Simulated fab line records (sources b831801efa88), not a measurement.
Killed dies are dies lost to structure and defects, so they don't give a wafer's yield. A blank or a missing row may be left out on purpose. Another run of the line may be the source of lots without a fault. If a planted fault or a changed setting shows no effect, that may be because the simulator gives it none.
A lot that was struck, set against a sound lot ; flow sky130 ; 42 steps out of a route of 708
Sound: wafers L573.1, L573.5, L573.6. The struck wafers were L564.3, L564.4, L564.6. Last of all comes the cause.
Each step with rows lists, per side, the tool, then ch with its chambers, then its first start. Under that, the readings that differ: sound wafers ; struck wafers ; difference of the means ; sigmas: that difference in standard deviations of wafers without a fault.
alike: words and numbers the same on both sides, and readings whose means are apart by under 2 such deviations; not compared: readings that were withheld, readings missing a value for some wafer, numbers with overlapping values and no deviation given by the record, and bounds like >300 which may hide the same value.
Wherever a step has rows on one side only, a row that says differs or no value, or a row with sigmas, the two part there. When numbers do not overlap yet have no deviation, they are printed without sigmas and do not part them. Lack of a reading on every wafer of one side parts them only where that side has two or more wafers.

first, 1 step without rows for these wafers: SKY_PWDE_IMPLANT_08.
SKY_PWDE_STRIP_09: strips in O2/N2.
  sound on plasma asher-02 ch 0,1, day 7 07:35; struck on plasma asher-03 ch 0,1, day 5 03:04
  alike: drypump motor current A, oes product au, strip time to endpoint s
  not compared: rf hours counter h
SKY_PWDE_TW_MEAS_10:
  sound on film metro-01, day 7 07:41; struck on film metro-03, day 5 03:09
reading;sound;struck;difference;sigmas
PWDE_TW;380 380 379;372 371 371;-8;-2
then, 7 steps without rows for these wafers: SKY_NWELL_DEHYDRATE_03 (time 60 s); SKY_NWELL_HMDS_04 (prime time 60 s); SKY_NWELL_COAT_05 (resist thk 3000 nm); SKY_NWELL_SOFTBAKE_06; SKY_NWELL_EXPOSE_07 (exposes mask NWM, target cd 840 nm); SKY_NWELL_PEB_08; SKY_NWELL_DEVELOP_09 (develop time 61.01 s).
SKY_NWELL_OVL_MEAS_10:
  sound on overlay-02, day 8 03:48; struck on overlay-02, day 5 20:52
reading;sound;struck;difference;sigmas
NWELL_00_OVL (nm);1.0 0.0 -0.3;3.9 2.1 2.9;+2.7;+2
after that, 1 step had no rows for these wafers: SKY_NWELL_IMPLANT_11.
SKY_NWELL_IMPLANT_12:
  sound on implanter-04 ch 0, day 8 03:59; struck on implanter-02 ch 0, day 5 21:06
  alike: faraday current uA
after that, 1 step had no rows for these wafers: SKY_NWELL_IMPLANT_13.
SKY_NWELL_STRIP_14: strips in O2/N2.
  sound on plasma asher-01 ch 0,1, day 8 04:17; struck on plasma asher-01 ch 0,1, day 5 21:23
  alike: drypump motor current A, oes product au, strip time to endpoint s
  not compared: rf hours counter h
SKY_NWELL_TW_MEAS_15:
  sound on film metro-01, day 8 04:23; struck on film metro-04, day 5 21:28
  alike: NWELL_TW
then, 7 steps without rows for these wafers: SKY_NWELL_DEHYDRATE_16 (time 60 s); SKY_NWELL_HMDS_17 (prime time 60 s); SKY_NWELL_COAT_18 (resist thk 3000 nm); SKY_NWELL_SOFTBAKE_19; SKY_NWELL_EXPOSE_20 (exposes mask NWM COMPLEMENT, target cd 840 nm); SKY_NWELL_PEB_21; SKY_NWELL_DEVELOP_22 (develop time 60 s).
SKY_NWELL_OVL_MEAS_23:
  sound on overlay-02, day 9 01:37; struck on overlay-02, day 6 15:37
  alike: NWELL_01_OVL
after that, 1 step had no rows for these wafers: SKY_NWELL_IMPLANT_24.
SKY_NWELL_STRIP_25: strips in O2/N2.
  sound on plasma asher-01 ch 0,1, day 9 01:48; struck on plasma asher-03 ch 0,1, day 6 15:49
  alike: drypump motor current A, oes product au, strip time to endpoint s
  not compared: rf hours counter h
SKY_NWELL_TW_MEAS_26:
  sound on film metro-04, day 9 01:54; struck on film metro-03, day 6 15:54
reading;sound;struck;difference;sigmas
NWELL_2_TW;504 502 502;491 493 491;-11;-3
then, 1 step without rows for these wafers: SKY_NWELL_CLEAN_27 (cleans in SC1/SC2, time 155.1 s).
SKY_NWELL_RTA_28: time 30 s.
  sound on rtp anneal-02 ch 0, day 9 02:01; struck on rtp anneal-02 ch 0, day 6 16:01
reading;sound;struck;difference;sigmas
ramp up c per s;149.96 149.97 149.98;149.99 150.04 150.05;+0.06;+2
  alike: lamp power pct, wafer_temp_C_max
SKY_NWELL_RS_MEAS_29: measures by four-point-probe.
  sound on film metro-01, day 9 02:07; struck on film metro-04, day 6 16:08
reading;sound;struck;difference;sigmas
NWELL_RS (ohm/sq);624.1 622.0 624.0;627.2 629.1 628.1;+4.8;+4
SKY_NWELL_RS_MEAS_31: measures by four-point-probe.
  sound on film metro-01, day 9 02:21; struck on film metro-04, day 6 16:22
  alike: PWDE_RS
then, 7 steps without rows for these wafers: SKY_VT_ADJUST_HVTP_DEHYDRATE_00 (time 60 s); SKY_VT_ADJUST_HVTP_HMDS_01 (prime time 60 s); SKY_VT_ADJUST_HVTP_COAT_02 (resist thk 1140 nm); SKY_VT_ADJUST_HVTP_SOFTBAKE_03 (time 60 s); SKY_VT_ADJUST_HVTP_EXPOSE_04 (exposes mask HVTPM, target cd 380 nm); SKY_VT_ADJUST_HVTP_PEB_05; SKY_VT_ADJUST_HVTP_DEVELOP_06 (develop time 60 s).
SKY_VT_ADJUST_HVTP_CD_MEAS_07: target cd 380 nm.
  sound on cd sem-02, day 9 23:58; struck on cd sem-02, day 7 11:34
  alike: cd nm
SKY_VT_ADJUST_HVTP_OVL_MEAS_08:
  sound on overlay-02, day 10 00:05; struck on overlay-02, day 7 11:39
  alike: VT_ADJUST_HVTP_OVL
after that, 1 step had no rows for these wafers: SKY_VT_ADJUST_HVTP_IMPLANT_09.
-- here the record skips 40 days between the struck wafers' starts before and after, leaving off in module VT_ADJUST_HVTP and picking up in module PAD_OPEN (first step shown: number 708 of the route) --
SKY_PAD_OPEN_PROBE_99:
  sound on prober-01, day 49 17:32; struck on prober-01, day 47 07:29
reading;sound;struck;difference;sigmas
model.etest.pfet g5v0d10v5.off log10 a um;-12.28 -12.52 -12.33;-12.24 -11.93 -12.12;+0.28;
model.etest.pfet_01v8_lvt.off log10 a um;-9.11 -9.023 -9.15;-8.415 -8.409 -8.477;+0.661;
model.etest.pfet g5v0d10v5.vt sat v (V);-0.6183 -0.6165 -0.6004;-0.5999 -0.5772 -0.5906;+0.0225;
model.etest.pfet_16v.vt v (V);-1.094 -1.084 -1.092;-1.06 -1.07 -1.062;+0.03;
model.etest.pfet g5v0d10v5.vt long v (V);-0.9247 -0.912 -0.9161;-0.891 -0.9048 -0.8961;+0.020;
model.etest.pfet_01v8_lvt.vt sat v (V);-0.4626 -0.4615 -0.4611;-0.4138 -0.4133 -0.413;+0.0484;
model.etest.pfet_01v8_lvt.vt v (V);-0.5496 -0.5506 -0.5504;-0.516 -0.5132 -0.5131;+0.036;
  alike: killed_at_M0_to_M3, killed_at_M4_up, killed at contacts, killed at front end, killed at other, killed dies, killed open, killed short
  not compared: model.etest.pfet g5v0d10v5.vt v

== WHERE THEY PART ==
First at SKY_PWDE_TW_MEAS_10; last, within this record, at SKY_NWELL_RS_MEAS_29. Later steps at which nothing parts them and some readings are alike: SKY_NWELL_RS_MEAS_31, SKY_VT_ADJUST_HVTP_CD_MEAS_07, SKY_VT_ADJUST_HVTP_OVL_MEAS_08, SKY_PAD_OPEN_PROBE_99.

WHY: what the simulator had put in
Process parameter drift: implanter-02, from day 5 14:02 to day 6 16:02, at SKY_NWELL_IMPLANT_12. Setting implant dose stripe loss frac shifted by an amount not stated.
